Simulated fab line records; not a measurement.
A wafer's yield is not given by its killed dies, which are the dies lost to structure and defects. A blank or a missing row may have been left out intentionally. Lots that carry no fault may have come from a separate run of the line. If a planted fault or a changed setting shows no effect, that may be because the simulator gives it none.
fab line records	flow sky130	part 1 of 2: steps 1 to 31 of 42
[record] lots = 5	wafers = 15	lastDay = 49
route steps=708 shown RES_PROTECT@210 POLY_GATE@213 LDD_N@237
lots that met no fault: from a run of the same line without faults
startH: start of the lot's first displayed wafer, in hours after the record's first day	waitH: hours elapsed since this lot's preceding step	" the same as in the row above	L1.1+2: a row that stands for several wafers	- no value present, or no start provided	* or withheld: withheld	< > ~ a bound
route shown NAME@n: NAME is a module with steps in the file, n the number in the route of the first one	usual: average and standard deviation across the fault-free wafers	same: alike in all rows	chamber/n: place in a boat	sites: per-site readings	_std_site: their standard deviation	_edge_site: outer sites' mean less inner sites'	radiusMm: for every site, how far away it sits from the centre of the wafer	mask NAME#n: copy n	behind: the most recent tool/chamber to have shaped the wafer	hold: the reason the lot was held/the length of the hold in hours/how it ended	device: names the non-switching transistor (n, p or np)	end of line: tests of these same wafers at the route's end	a step without rows: its recipe alone	killed: count of dies lost to structure and defects at first sort (not the wafer's yield)	map: dies across one wafer; x = killed, . = not, _ = none there
set.NAME: the run value of the setting; set.NAME@STEP: its run value at that earlier step	model.NAME: the simulator's own value behind a step, which no gauge read
lots at selected steps of the route; one table per step, one row per wafer
services: from which hour (startH, from the record's first day; less than 0 if before it) a tool's chamber was out of use, for how many hours, and why
[[steps]]
[step SKY_RES_PROTECT_EXPOSE_04]
[recipe] maskId = RPM	na = 0.6	sourceShape = conventional	sigmaOuter = 0.6	polarization = unpolarized	targetCdNm = 1270	doseMj = 131
lot.wafer	tool	chamber	startH	waitH	mask
L079.2+3+6	ilineStepper-02	0	-	-	RPM#0
L082.1+5+6	ilineStepper-02	0	-	-	RPM#0
L085.1+2+4	ilineStepper-01	0	-	-	RPM#0
L092.2+3+6	ilineStepper-02	0	-	-	RPM#0
L093.2+3+6	ilineStepper-01	0	-	-	RPM#0
[step SKY_RES_PROTECT_PEB_05]
[recipe] tempC = withheld	timeS = *	resist = NOVOLAK
lot.wafer	tool	chamber	startH	waitH
L079.2+3+6	lithoTrack-03	0	-	-
L082.1+5+6	lithoTrack-02	0	-	-
L085.1+2+4	lithoTrack-02	0	-	-
L092.2+3+6	lithoTrack-03	0	-	-
L093.2+3+6	lithoTrack-02	0	-	-
[step SKY_RES_PROTECT_DEVELOP_06]
[recipe] resist = NOVOLAK	developer = TMAH	developTimeS = 60	devTempC = 23
lot.wafer	tool	chamber	startH	waitH
L079.2+3+6	lithoTrack-03	0	410.12	0.1
L082.1+5+6	lithoTrack-02	0	444.35	0.1
L085.1+2+4	lithoTrack-02	0	453.25	0.1
L092.2+3+6	lithoTrack-03	0	504.27	0.1
L093.2+3+6	lithoTrack-02	0	505.48	0.1
[step SKY_POLY_GATE_IMPLANT_02]
[recipe] species = P	energyKev = 30	doseCm2 = 7.7e+15	tiltDeg = 0
[same] implantIonAmu = 31
lot.wafer	tool	chamber	startH	waitH
L079.2+3+6	implanter-01	0	410.27	0.1
L082.1+5+6	implanter-03	0	444.50	0.1
L085.1+2+4	implanter-03	0	453.40	0.1
L092.2+3+6	implanter-03	0	504.42	0.1
L093.2+3+6	implanter-01	0	505.63	0.1
[step SKY_RES_PROTECT_STRIP_07]
[recipe] chemistry = O2/N2	powerW = 1400	pressureMtorr = 1500	platenTempC = withheld	o2FlowSccm = 3000	n2FlowSccm = 300	overashFraction = 0.5
[usual] drypumpMotorCurrentA = 5.7/0.42	oesProductAu = 0.518/0.0047	stripTimeToEndpointS = 23.26/0.041
lot.wafer	tool	chamber	startH	waitH	drypumpMotorCurrentA	oesProductAu	rfHoursCounterH	stripTimeToEndpointS
L079.2	plasmaAsher-03	0	410.39	0.1	6.2	0.515	60	23.27
L079.3	"	1	"	"	5.6	0.514	-	23.28
L079.6	"	0	"	"	6.2	0.523	-	23.24
L082.1	plasmaAsher-01	0	444.65	0.1	5.3	0.520	1	23.28
L082.5	"	1	"	"	6.2	0.503	-	23.26
L082.6	"	0	"	"	5.2	0.519	-	23.33
L085.1	plasmaAsher-04	0	453.55	0.1	5.2	0.527	79	23.28
L085.2	"	1	"	"	6.0	0.517	79	23.34
L085.4	"	0	"	"	5.2	0.510	-	23.30
L092.2	plasmaAsher-01	1	504.54	0.1	6.3	0.524	7	23.29
L092.3	"	0	"	"	5.2	0.517	-	23.32
L092.6	"	0	"	"	5.2	0.523	-	23.32
L093.2	plasmaAsher-04	0	505.75	0.1	5.2	0.511	84	23.18
L093.3	"	1	"	"	6.0	0.520	-	23.19
L093.6	"	0	"	"	5.2	0.511	-	23.22
[step SKY_RES_PROTECT_TW_MEAS_08]
[usual] POLY_GATE_TW = 4059/23
lot.wafer	tool	chamber	startH	waitH	POLY_GATE_TW
L079.2	filmMetro-01	-	410.50	0.1	4059
L079.3	"	-	"	"	4092
L079.6	"	-	"	"	4075
L082.1	filmMetro-02	-	444.75	0.1	4033
L082.5	"	-	"	"	4041
L082.6	"	-	"	"	4042
L085.1	filmMetro-04	-	453.65	0.1	4072
L085.2	"	-	"	"	4105
L085.4	"	-	"	"	4096
L092.2	filmMetro-01	-	504.65	0.1	4083
L092.3	"	-	"	"	4076
L092.6	"	-	"	"	4089
L093.2	filmMetro-04	-	505.86	0.1	4099
L093.3	"	-	"	"	4083
L093.6	"	-	"	"	4062
[step SKY_RES_PROTECT_CLEAN_09]
[recipe] chemistry = SC1/SC2	mix = 1:4:20	tempC = 70	timeS = 150	dry = n2Spin
lot.wafer	tool	chamber	startH	waitH
L079.2+3+6	wetBench-02	2	410.55	0.0
L082.1+5+6	wetBench-04	0	444.81	0.1
L085.1+2+4	wetBench-04	0	453.71	0.1
L092.2+3+6	wetBench-02	0	504.70	0.0
L093.2+3+6	wetBench-03	1	505.91	0.0
[step SKY_POLY_GATE_CVD_03]
[recipe] material = Si3N4	precursor = DCS/NH3	targetThkNm = 75	tempC = 770	timeS = 1290	pressureMtorr = 250
[usual] zonePowerBottomPct = 21.2/1.5	zonePowerTopPct = 23.0/0.78
lot.wafer	tool	chamber	startH	waitH	zonePowerBottomPct	zonePowerTopPct
L079.2	lpcvd-02	0	410.61	0.0	19.6	23.7
L079.3	"	0	"	"	20.3	23.8
L079.6	"	0	"	"	20.2	23.5
L082.1	lpcvd-02	0	446.08	1.2	20.3	23.5
L082.5	"	0	"	"	20.4	23.5
L082.6	"	0	"	"	19.8	23.6
L085.1	lpcvd-02	0	454.92	1.1	20.0	23.5
L085.2	"	0	"	"	20.1	23.7
L085.4	"	0	"	"	20.2	23.4
L092.2	lpcvd-02	1	505.27	0.5	23.1	22.0
L092.3	"	1	"	"	23.0	21.5
L092.6	"	1	"	"	23.0	22.0
L093.2	lpcvd-02	0	506.63	0.7	20.0	23.4
L093.3	"	0	"	"	20.3	23.4
L093.6	"	0	"	"	20.1	23.1
[step SKY_POLY_GATE_THK_MEAS_04]
[recipe] reads = Si3N4_of_POLY_GATE_CVD_03
[usual] POLY_GATE_CVD_03_THK = 75.4/0.64
lot.wafer	tool	chamber	startH	waitH	POLY_GATE_CVD_03_THK[nm]
L079.2	filmMetro-02	-	411.98	0.0	75.5
L079.3	"	-	"	"	74.7
L079.6	"	-	"	"	74.7
L082.1	filmMetro-03	-	448.11	0.0	74.8
L082.5	"	-	"	"	74.4
L082.6	"	-	"	"	74.8
L085.1	filmMetro-01	-	456.28	0.0	74.7
L085.2	"	-	"	"	74.2
L085.4	"	-	"	"	75.0
L092.2	filmMetro-01	-	506.64	0.0	75.3
L092.3	"	-	"	"	75.3
L092.6	"	-	"	"	75.5
L093.2	filmMetro-01	-	508.00	0.0	75.9
L093.3	"	-	"	"	75.6
L093.6	"	-	"	"	75.8
[step SKY_POLY_GATE_DEHYDRATE_05]
[recipe] tempC = 200	timeS = 60
lot.wafer	tool	chamber	startH	waitH
L079.2+3+6	lithoTrack-02	0	424.93	12.9
L082.1+5+6	lithoTrack-02	0	462.65	14.5
L085.1+2+4	lithoTrack-02	0	470.70	14.4
L092.2+3+6	lithoTrack-01	0	520.83	14.2
L093.2+3+6	lithoTrack-01	0	522.23	14.2
[step SKY_POLY_GATE_HMDS_06]
[recipe] primeTimeS = 60	primeTempC = 120
lot.wafer	tool	chamber	startH	waitH
L079.2+3+6	lithoTrack-02	0	425.08	0.1
L082.1+5+6	lithoTrack-02	0	462.80	0.1
L085.1+2+4	lithoTrack-02	0	470.85	0.1
L092.2+3+6	lithoTrack-01	0	520.98	0.1
L093.2+3+6	lithoTrack-01	0	522.38	0.1
[step SKY_POLY_GATE_COAT_07]
[recipe] resist = BARC	tempC = withheld	timeS = withheld	spinRpm = 3000	resistThkNm = 110
lot.wafer	tool	chamber	startH	waitH
L079.2+3+6	lithoTrack-02	0	425.23	0.1
L082.1+5+6	lithoTrack-02	0	462.95	0.1
L085.1+2+4	lithoTrack-02	0	471.00	0.1
L092.2+3+6	lithoTrack-01	0	521.13	0.1
L093.2+3+6	lithoTrack-01	0	522.53	0.1
[step SKY_POLY_GATE_COAT_08]
[recipe] resist = KrF-thick	spinRpm = 3000	resistThkNm = 450
lot.wafer	tool	chamber	startH	waitH
L079.2+3+6	lithoTrack-02	0	-	-
L082.1+5+6	lithoTrack-02	0	-	-
L085.1+2+4	lithoTrack-02	0	-	-
L092.2+3+6	lithoTrack-01	0	-	-
L093.2+3+6	lithoTrack-01	0	-	-
[step SKY_POLY_GATE_SOFTBAKE_09]
[recipe] tempC = 100	timeS = 90	resist = KrF-thick
lot.wafer	tool	chamber	startH	waitH
L079.2+3+6	lithoTrack-02	0	-	-
L082.1+5+6	lithoTrack-02	0	-	-
L085.1+2+4	lithoTrack-02	0	-	-
L092.2+3+6	lithoTrack-01	0	-	-
L093.2+3+6	lithoTrack-01	0	-	-
[step SKY_POLY_GATE_EXPOSE_10]
[recipe] maskId = P1M	na = 0.68	sourceShape = conventional	sigmaOuter = 0.6	targetCdNm = 150	doseMj = 28
lot.wafer	tool	chamber	startH	waitH	mask
L079.2+3+6	krfScanner-01	0	-	-	P1M#0
L082.1+5+6	krfScanner-02	0	-	-	P1M#0
L085.1+2+4	krfScanner-01	0	-	-	P1M#0
L092.2+3+6	krfScanner-01	0	-	-	P1M#0
L093.2+3+6	krfScanner-01	0	-	-	P1M#0
[step SKY_POLY_GATE_PEB_11]
[recipe] pebTempC = withheld	pebTimeS = withheld	resist = KrF-thick
lot.wafer	tool	chamber	startH	waitH
L079.2+3+6	lithoTrack-02	0	-	-
L082.1+5+6	lithoTrack-01	0	-	-
L085.1+2+4	lithoTrack-01	0	-	-
L092.2+3+6	lithoTrack-02	0	-	-
L093.2+3+6	lithoTrack-04	0	-	-
[step SKY_POLY_GATE_DEVELOP_12]
[recipe] developTimeS = 60	resist = KrF-thick	devTempC = 21
lot.wafer	tool	chamber	startH	waitH
L079.2+3+6	lithoTrack-02	0	-	-
L082.1+5+6	lithoTrack-01	0	-	-
L085.1+2+4	lithoTrack-01	0	-	-
L092.2+3+6	lithoTrack-02	0	-	-
L093.2+3+6	lithoTrack-04	0	-	-
[step SKY_POLY_GATE_CD_MEAS_13]
[recipe] targetCdNm = 150
[usual] cdNm = 149.6/1.3
lot.wafer	tool	chamber	startH	waitH	cdNm
L079.2	cdSem-02	-	440.87	-	149.9
L079.3	"	-	"	"	149.6
L079.6	"	-	"	"	149.5
L082.1	cdSem-01	-	478.50	-	148.9
L082.5	"	-	"	"	148.1
L082.6	"	-	"	"	148.5
L085.1	cdSem-01	-	486.00	-	149.1
L085.2	"	-	"	"	149.6
L085.4	"	-	"	"	149.6
L092.2	cdSem-01	-	536.67	-	150.2
L092.3	"	-	"	"	151.6
L092.6	"	-	"	"	150.3
L093.2	cdSem-02	-	537.86	-	147.4
L093.3	"	-	"	"	148.5
L093.6	"	-	"	"	148.9
[step SKY_POLY_GATE_OVL_MEAS_14]
[usual] POLY_GATE_OVL = -5/6.4
lot.wafer	tool	chamber	startH	waitH	POLY_GATE_OVL[nm]
L079.2	overlay-01	-	440.98	0.1	-10
L079.3	"	-	"	"	-8
L079.6	"	-	"	"	-8
L082.1	overlay-02	-	478.62	0.1	-9
L082.5	"	-	"	"	-6
L082.6	"	-	"	"	-10
L085.1	overlay-02	-	486.12	0.1	-9
L085.2	"	-	"	"	-10
L085.4	"	-	"	"	-7
L092.2	overlay-02	-	536.78	0.1	-6
L092.3	"	-	"	"	-10
L092.6	"	-	"	"	1
L093.2	overlay-02	-	537.97	0.1	5
L093.3	"	-	"	"	6
L093.6	"	-	"	"	7
[step SKY_POLY_GATE_ETCH_15]
[recipe] chemistry = N2/H2	target = BARC	ionEnergyEv = 200	sourceW = 500	biasW = 100	pressureMtorr = 30	n2FlowSccm = 100	h2FlowSccm = 200	stopOn = SiO2	timeS = 118.5	targetDepthA = 1100
[usual] drypumpMotorCurrentA = 5.6/0.38	oesProductAu = 0.716/0.0047	throttleValvePct = 13.214/0.0085
lot.wafer	tool	chamber	startH	waitH	drypumpMotorCurrentA	oesProductAu	rfHoursCounterH	throttleValvePct
L079.2	rieDiel-04	3	441.01	0.0	5.5	0.709	75	13.230
L079.3	"	2	"	"	5.9	0.713	12	13.201
L079.6	"	0	"	"	5.2	0.720	-	13.210
L082.1	rieDiel-03	1	478.66	0.0	6.2	0.712	51	13.211
L082.5	"	3	"	"	5.6	0.721	-	13.196
L082.6	"	0	"	"	5.8	0.714	-	13.223
L085.1	rieDiel-04	1	486.16	0.0	5.7	0.709	89	13.224
L085.2	"	3	"	"	5.5	0.719	76	13.218
L085.4	"	0	"	"	5.2	0.717	8	13.217
L092.2	rieDiel-01	0	536.81	0.0	6.7	0.710	5	13.216
L092.3	"	2	"	"	5.5	0.721	1	13.211
L092.6	"	3	"	"	5.5	0.711	-	13.226
L093.2	rieDiel-03	0	538.00	0.0	5.7	0.722	51	13.211
L093.3	"	3	"	"	5.6	0.717	17	13.203
L093.6	"	1	"	"	6.2	0.717	-	13.222
[step SKY_POLY_GATE_ETCH_16]
[recipe] stopOn = poly-Si	chemistry = CH3F/O2	target = Si3N4	sourceW = 400	biasW = 80	pressureMtorr = 25	ch3fFlowSccm = 40	O2_flow_sccm = 30	timeS = 147.5	targetDepthA = 750
[usual] drypumpMotorCurrentA = 5.6/0.38	oesProductAu = 0.641/0.0051	throttleValvePct = 10.535/0.0086
lot.wafer	tool	chamber	startH	waitH	drypumpMotorCurrentA	oesProductAu	rfHoursCounterH	throttleValvePct
L079.2	rieDiel-04	3	441.09	0.0	5.5	0.644	75	10.549
L079.3	"	2	"	"	5.9	0.637	12	10.527
L079.6	"	0	"	"	5.2	0.646	-	10.533
L082.1	rieDiel-03	1	478.74	0.0	6.2	0.643	51	10.539
L082.5	"	3	"	"	5.6	0.639	-	10.537
L082.6	"	0	"	"	5.7	0.639	-	10.531
L085.1	rieDiel-04	1	486.24	0.0	5.7	0.643	89	10.531
L085.2	"	3	"	"	5.5	0.636	76	10.540
L085.4	"	0	"	"	5.2	0.640	8	10.533
L092.2	rieDiel-01	0	536.89	0.0	6.7	0.646	6	10.529
L092.3	"	2	"	"	5.5	0.634	1	10.533
L092.6	"	3	"	"	5.5	0.645	-	10.531
L093.2	rieDiel-03	0	538.08	0.0	5.8	0.646	51	10.537
L093.3	"	3	"	"	5.6	0.635	17	10.536
L093.6	"	1	"	"	6.2	0.647	-	10.526
[step SKY_POLY_GATE_ETCH_17]
[recipe] targetDepthNm = 180	stopOn = SiO2	overEtchFrac = 0.56667	chemistry = HBr/Cl2	target = poly-Si	icpW = 400	biasW = 100	pressureMtorr = 10	HBr_flow_sccm = 150	Cl2_flow_sccm = 50	timeS = 70.5
[usual] HBr_flow_sccm = 150.0/0.39	drypumpMotorCurrentA = 5.7/0.59	oesProductAu = 0.981/0.008	throttleValvePct = 33.683/0.0095
lot.wafer	tool	chamber	startH	waitH	HBr_flow_sccm	drypumpMotorCurrentA	oesProductAu	rfHoursCounterH	throttleValvePct
L079.2	rieSi-01	3	441.19	0.0	150.2	5.4	0.983	3	33.673
L079.3	"	2	"	"	150.7	6.7	0.984	2	33.689
L079.6	"	0	"	"	149.9	6.0	0.985	-	33.697
L082.1	rieSi-01	1	478.84	0.0	149.5	4.9	0.972	1	33.693
L082.5	"	2	"	"	150.2	6.7	0.975	-	33.676
L082.6	"	1	"	"	149.7	4.9	0.968	-	33.680
L085.1	rieSi-01	1	486.34	0.0	149.9	4.8	0.976	1	33.674
L085.2	"	3	"	"	150.6	5.5	0.982	3	33.685
L085.4	"	0	"	"	150.4	6.0	0.986	3	33.700
L092.2	rieSi-02	0	536.99	0.0	149.6	5.5	0.984	3	33.695
L092.3	"	2	"	"	150.3	5.1	0.987	1	33.703
L092.6	"	2	"	"	150.1	5.0	0.992	-	33.690
L093.2	rieSi-01	1	538.18	0.0	149.6	4.9	0.971	1	33.682
L093.3	"	0	"	"	149.9	6.0	0.973	3	33.678
L093.6	"	1	"	"	150.3	4.9	0.972	-	33.696
[step SKY_POLY_GATE_STRIP_18]
[recipe] chemistry = O2/N2	powerW = 1400	pressureMtorr = 1500	platenTempC = withheld	o2FlowSccm = 3000	n2FlowSccm = 300	overashFraction = 0.5
[usual] drypumpMotorCurrentA = 5.6/0.47	oesProductAu = 0.361/0.0043	stripTimeToEndpointS = 3.17/0.032
lot.wafer	tool	chamber	startH	waitH	drypumpMotorCurrentA	oesProductAu	rfHoursCounterH	stripTimeToEndpointS
L079.2	plasmaAsher-04	1	441.25	0.0	6.0	0.372	78	3.23
L079.3	"	0	"	"	5.2	0.357	-	3.17
L079.6	"	1	"	"	6.0	0.360	-	3.17
L082.1	plasmaAsher-03	1	478.89	0.0	5.6	0.358	67	3.18
L082.5	"	1	"	"	5.6	0.360	-	3.17
L082.6	"	0	"	"	6.1	0.365	-	3.18
L085.1	plasmaAsher-02	1	486.39	0.0	5.9	0.359	35	3.16
L085.2	"	0	"	"	4.8	0.361	35	3.19
L085.4	"	0	"	"	4.7	0.365	-	3.17
L092.2	plasmaAsher-04	1	537.05	0.0	6.0	0.360	89	3.12
L092.3	"	0	"	"	5.2	0.359	-	3.15
L092.6	"	1	"	"	6.0	0.360	-	3.13
L093.2	plasmaAsher-02	0	538.24	0.0	4.7	0.359	40	3.14
L093.3	"	0	"	"	4.7	0.364	-	3.16
L093.6	"	1	"	"	5.9	0.361	-	3.19
[step SKY_POLY_GATE_CLEAN_19]
[recipe] chemistry = SC1/SC2	mix = 1:4:20	tempC = 70	timeS = 150	dry = n2Spin
lot.wafer	tool	chamber	startH	waitH
L079.2+3+6	wetBench-01	0	441.35	0.1
L082.1+5+6	wetBench-04	2	478.99	0.1
L085.1+2+4	wetBench-04	1	486.49	0.1
L092.2+3+6	wetBench-04	2	537.15	0.1
L093.2+3+6	wetBench-04	3	538.34	0.1
[step SKY_POLY_GATE_OXIDATION_20]
[recipe] tempC = 850	ambient = O2	stabiliseS = 600	purgeS = 300	targetThkA = 40	oxTimeS = 899
[usual] zonePowerBottomPct = 26.1/2.3	zonePowerTopPct = 30.3/1.1
lot.wafer	tool	chamber	startH	waitH	zonePowerBottomPct	zonePowerTopPct
L079.2	furnace-01	0	442.77	1.4	23.7	29.3
L079.3	"	0	"	"	24.2	29.8
L079.6	"	0	"	"	24.3	29.5
L082.1	furnace-01	0	479.06	0.0	24.2	29.8
L082.5	"	0	"	"	24.3	29.3
L082.6	"	0	"	"	23.9	29.2
L085.1	furnace-01	0	486.54	0.0	24.5	29.7
L085.2	"	0	"	"	23.8	29.6
L085.4	"	0	"	"	23.5	29.5
L092.2	furnace-01	0	538.34	1.1	23.7	29.4
L092.3	"	0	"	"	23.7	29.1
L092.6	"	0	"	"	24.2	29.6
L093.2	furnace-02	0	539.63	1.2	28.2	31.2
L093.3	"	0	"	"	28.5	31.6
L093.6	"	0	"	"	29.1	31.5
[step SKY_POLY_GATE_THK_MEAS_21]
[recipe] reads = SiO2_of_POLY_GATE_OXIDATION_20
[usual] POLY_GATE_OXIDATION_THK = 4.01/0.075
lot.wafer	tool	chamber	startH	waitH	POLY_GATE_OXIDATION_THK[nm]
L079.2	filmMetro-01	-	444.03	0.0	3.99
L079.3	"	-	"	"	4.09
L079.6	"	-	"	"	4.02
L082.1	filmMetro-01	-	480.31	0.0	3.94
L082.5	"	-	"	"	3.97
L082.6	"	-	"	"	3.94
L085.1	filmMetro-02	-	487.79	0.0	4.12
L085.2	"	-	"	"	4.13
L085.4	"	-	"	"	4.14
L092.2	filmMetro-03	-	539.60	0.0	4.10
L092.3	"	-	"	"	4.00
L092.6	"	-	"	"	4.16
L093.2	filmMetro-02	-	540.89	0.0	3.89
L093.3	"	-	"	"	3.94
L093.6	"	-	"	"	3.87
[step SKY_POLY_GATE_CD_MEAS_22]
[usual] cdNm = 149.7/2
lot.wafer	tool	chamber	startH	waitH	cdNm
L079.2	cdSem-02	-	444.11	0.1	152.3
L079.3	"	-	"	"	150.6
L079.6	"	-	"	"	151.8
L082.1	cdSem-01	-	480.37	0.1	147.3
L082.5	"	-	"	"	147.1
L082.6	"	-	"	"	147.8
L085.1	cdSem-01	-	487.85	0.1	150.1
L085.2	"	-	"	"	151.2
L085.4	"	-	"	"	150.0
L092.2	cdSem-01	-	539.68	0.1	148.9
L092.3	"	-	"	"	151.0
L092.6	"	-	"	"	149.8
L093.2	cdSem-02	-	540.97	0.1	145.8
L093.3	"	-	"	"	147.9
L093.6	"	-	"	"	146.4
[step SKY_LDD_N_DEHYDRATE_00]
[recipe] tempC = 200	timeS = 60
lot.wafer	tool	chamber	startH	waitH
L079.2+3+6	lithoTrack-01	0	458.58	14.4
L082.1+5+6	lithoTrack-01	0	495.25	14.9
L085.1+2+4	lithoTrack-02	0	502.80	14.9
L092.2+3+6	lithoTrack-02	0	553.48	13.8
L093.2+3+6	lithoTrack-01	0	555.38	14.4
[step SKY_LDD_N_HMDS_01]
[recipe] primeTimeS = 60	primeTempC = 120
lot.wafer	tool	chamber	startH	waitH
L079.2+3+6	lithoTrack-01	0	458.73	0.1
L082.1+5+6	lithoTrack-01	0	495.40	0.1
L085.1+2+4	lithoTrack-02	0	502.95	0.1
L092.2+3+6	lithoTrack-02	0	553.63	0.1
L093.2+3+6	lithoTrack-01	0	555.53	0.1
[step SKY_LDD_N_COAT_02]
[recipe] resist = NOVOLAK	spinRpm = 3000	resistThkNm = 300
lot.wafer	tool	chamber	startH	waitH
L079.2+3+6	lithoTrack-01	0	458.88	0.1
L082.1+5+6	lithoTrack-01	0	495.55	0.1
L085.1+2+4	lithoTrack-02	0	503.10	0.1
L092.2+3+6	lithoTrack-02	0	553.78	0.1
L093.2+3+6	lithoTrack-01	0	555.68	0.1
[step SKY_LDD_N_SOFTBAKE_03]
[recipe] tempC = 90	timeS = 60	resist = NOVOLAK
lot.wafer	tool	chamber	startH	waitH
L079.2+3+6	lithoTrack-01	0	459.03	0.1
L082.1+5+6	lithoTrack-01	0	495.70	0.1
L085.1+2+4	lithoTrack-02	0	503.25	0.1
L092.2+3+6	lithoTrack-02	0	553.93	0.1
L093.2+3+6	lithoTrack-01	0	555.83	0.1
